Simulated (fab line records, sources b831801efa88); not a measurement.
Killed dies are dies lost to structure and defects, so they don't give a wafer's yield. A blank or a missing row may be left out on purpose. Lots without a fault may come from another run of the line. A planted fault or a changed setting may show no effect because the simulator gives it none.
Which tool did it? | flow gf180mcu | 9 lots, 27 wafers sampled, at 5 steps of a route of 602

WHAT THE GAUGES READ, wafer by wafer
GF_HV_LDD_CD_MEAS_07: target cd 400 nm.
lot  | measured     | on        | cd_nm (nm)
L439 | day 10 01:39 | cd_sem-02 | 403.1 401.2 401.1
L440 | day 10 14:31 | cd_sem-01 | 401.1 401.1 401.6
L441 | day 10 15:48 | cd_sem-01 | 403.0 400.3 403.3
L442 | day 11 02:15 | cd_sem-01 | 403.0 401.8 401.7
L443 | day 11 07:26 | cd_sem-01 | 397.5 396.7 397.4
L444 | day 11 19:49 | cd_sem-01 | 401.7 397.1 401.7
L449 | day 13 05:26 | cd_sem-02 | 400.3 396.3 399.0
L450 | day 13 09:10 | cd_sem-02 | 396.0 397.0 395.1
L451 | day 13 22:47 | cd_sem-01 | 397.0 396.5 397.5

GF_HV_LDD_TW_MEAS_50.
lot  | measured     | on            | HV_LDD_4_TW
L439 | day 12 10:17 | film_metro-04 | 574.3 571.4 575.2
L440 | day 13 01:05 | film_metro-03 | 571.4 571.5 571.6
L441 | day 13 03:27 | film_metro-04 | 570.7 568.8 570.7
L442 | day 13 14:23 | film_metro-03 | 569.0 571.9 570.6
L443 | day 13 19:49 | film_metro-01 | 567.7 570.0 570.0
L444 | day 14 08:50 | film_metro-01 | 568.3 570.8 572.5
L449 | day 15 23:27 | film_metro-04 | 900.7 899.9 903.7
L450 | day 16 02:31 | film_metro-03 | 893.6 904.1 894.0
L451 | day 16 18:14 | film_metro-03 | 894.3 898.4 900.1

GF_PSD_CD_MEAS_07: target cd 400 nm.
lot  | measured     | on        | cd_nm (nm)
L439 | day 14 04:57 | cd_sem-01 | 401.4 398.9 400.7
L440 | day 14 21:20 | cd_sem-02 | 397.1 397.5 396.6
L441 | day 15 01:18 | cd_sem-01 | 399.9 397.9 398.3
L442 | day 15 12:18 | cd_sem-01 | 401.7 401.9 404.4
L443 | day 15 18:14 | cd_sem-01 | 402.4 400.2 400.4
L444 | day 16 08:37 | cd_sem-01 | 401.0 397.9 399.2
L449 | day 18 00:53 | cd_sem-01 | 399.4 400.2 400.0
L450 | day 18 06:37 | cd_sem-02 | 403.6 402.7 403.3
L451 | day 18 21:20 | cd_sem-01 | 401.6 399.3 399.4

GF_PSD_OVL_MEAS_08.
lot  | measured     | on         | PSD_OVL (nm)
L439 | day 14 05:04 | overlay-01 | -2.8 -1.7 -1.6
L440 | day 14 21:27 | overlay-01 | 1.2 0.7 0.7
L441 | day 15 01:25 | overlay-02 | 0.9 0.5 1.2
L442 | day 15 12:25 | overlay-01 | -2.3 -1.8 -1.1
L443 | day 15 18:21 | overlay-01 | 1.3 0.1 0.5
L444 | day 16 08:43 | overlay-02 | -5.4 -4.4 -3.8
L449 | day 18 00:58 | overlay-02 | -3.8 -2.5 -4.0
L450 | day 18 06:43 | overlay-01 | 1.1 -0.2 1.2
L451 | day 18 21:28 | overlay-02 | 0.4 -1.3 -0.1

WHICH TOOL RAN EACH LOT (tool, then ch and the chambers of the sampled wafers, then the start)
lot  | GF_HV_LDD_IMPLANT_48
L439 | implanter-02 ch 0, day 12 10:03
L440 | implanter-02 ch 0, day 13 00:50
L441 | implanter-02 ch 0, day 13 03:13
L442 | implanter-01 ch 0, day 13 14:09
L443 | implanter-01 ch 0, day 13 19:34
L444 | implanter-03 ch 0, day 14 08:37
L449 | implanter-03 ch 0, day 15 23:15
L450 | implanter-03 ch 0, day 16 02:17
L451 | implanter-03 ch 0, day 16 17:59
- GF_HV_LDD_IMPLANT_48

WHAT THE TOOLS THEMSELVES READ (means of the sampled wafers that have a number; where no wafer has one, the mark that the record gives instead)
The record holds no such reading with a usual standard deviation.

THE ANSWER, worked out from the rows above alone
Rule: what is usual is taken from the lots themselves. Put in order of their means at a reading, lots are off if they are a third of the lots or fewer, leave a main group of 4 or more, and stand apart from it by a gap of 3 or more times the standard deviation of the main group's means; of several such gaps the widest counts. A main group whose means are all the same, to the digits that the tables above print for the reading, isn't used. A lot without any number at a reading at which 4 lots or more have one is off too. The other lots that the step has rows for count as sound. The gauges are gone through in route order, then the tools' own readings, and for those a lot's mean is taken as printed above. The first step at which some lot is off is used, and at that step the reading that is off furthest; a lot without a number counts as furthest.
Off: L449, L450, L451, at GF_HV_LDD_TW_MEAS_50 (HV_LDD_4_TW). The main group: mean 570.9, standard deviation 1.4.
A tool fits if, at a process step before that reading, it ran every lot that is off, and no sound lot after the first of them. The gauges at GF_HV_LDD_TW_MEAS_50 are tried like those tools. One fits: implanter-03 at GF_HV_LDD_IMPLANT_48. Its last sound lot is L444 (day 14 08:37), its first lot that is off L449 (day 15 23:15): a fault that began between those two fits.

WHAT THE SIMULATOR HAD PUT IN
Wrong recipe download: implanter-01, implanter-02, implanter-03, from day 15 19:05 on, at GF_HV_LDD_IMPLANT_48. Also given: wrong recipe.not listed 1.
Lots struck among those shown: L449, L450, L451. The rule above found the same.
